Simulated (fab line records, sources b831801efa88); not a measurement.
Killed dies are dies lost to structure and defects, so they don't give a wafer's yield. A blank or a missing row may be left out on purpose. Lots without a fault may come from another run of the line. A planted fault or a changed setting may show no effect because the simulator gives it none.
Problem report in the 8D (eight disciplines) form, filled by code | flow gf180mcu | the parts of the form that need people (team, actions taken, sign-off) are left out

1. THE PROBLEM
heater_power_total_W at GF_TOP_METAL_SOFTBAKE_10 reads a mean of 70.84 W on 4 wafers of 3 lots; wafers without a fault read 56.59 W with a standard deviation of 0.043. That is +99 or more standard deviations from the usual mean.
The step: time 60 s.
First seen on wafer L849.1, day 31 20:15, on litho_track-03. The record holds 39 wafers of 13 lots with a number at this step. Rule for "out", or "out of limits": more than 4 standard deviations from the usual mean. The other wafers with a number count as sound.

2. WHAT IT IS AND WHAT IT IS NOT
question                    | is                                 | is not
which readings at this step | heater_power_total_W, run_length_s | -
which lots                  | L849, L851, L853                   | L835, L837, L839, L840, L841, L846, L848, L852, L855, L858
which wafers of those lots  | L849.1, L851.1, L851.2, L853.1     | L849.3, L849.4, L851.4, L853.4, L853.6
read on which tools         | litho_track-03                     | litho_track-01, litho_track-02
when                        | from day 31 20:15                  | up to then (23 sound wafers); but 12 sound wafers of L851, L852, L853, L855, L858 came after

3. SUSPECTS, AND WHAT RULES EACH OUT
Counting: a tool at a process step up to the reading stays a suspect if it ran every lot that is out. Sound lots after the first of them don't rule it out here, since some wafers of a struck lot are sound.
- litho_track-03 at GF_TOP_METAL_SOFTBAKE_10 (time 60 s): kept. It ran every lot that is out, first L849 (day 31 20:15); its last sound lot up to then is L846 (day 31 04:16). Its own readings are out on those wafers: heater_power_total_W, run_length_s.
Left after counting: litho_track-03 at GF_TOP_METAL_SOFTBAKE_10.

4. THE CAUSE (what the simulator had put in)
Process parameter drift: litho_track-03, from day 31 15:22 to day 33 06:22, at GF_TOP_METAL_SOFTBAKE_10. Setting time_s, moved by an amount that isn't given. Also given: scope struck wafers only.
Counting left only this tool.

5. THE CHAIN OF EFFECTS, in route order
Each row: a reading whose mean over the struck wafers that have a number lies more than 3 standard deviations from the usual. Only readings for which the record gives a usual standard deviation are gone through. hours: the time from each lot's start at the first step in this table that gives one to its start at this step, as a median over the lots. sigmas: the change in usual standard deviations.
hours | step                     | reading              | usual   | on struck wafers | change | sigmas
0     | GF_TOP_METAL_SOFTBAKE_10 | heater_power_total_W | 56.59 W | 70.84            | +14.25 | +99 or more
0     | GF_TOP_METAL_SOFTBAKE_10 | run_length_s         | 89.12 s | 59.18            | -29.94 | -99 or more
The process steps in it:
- GF_TOP_METAL_SOFTBAKE_10: time 60 s.

6. WHAT WOULD HAVE CAUGHT IT SOONER
In this record the first reading out of limits was taken at day 31 20:15, 5 hours after the fault began at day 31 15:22.
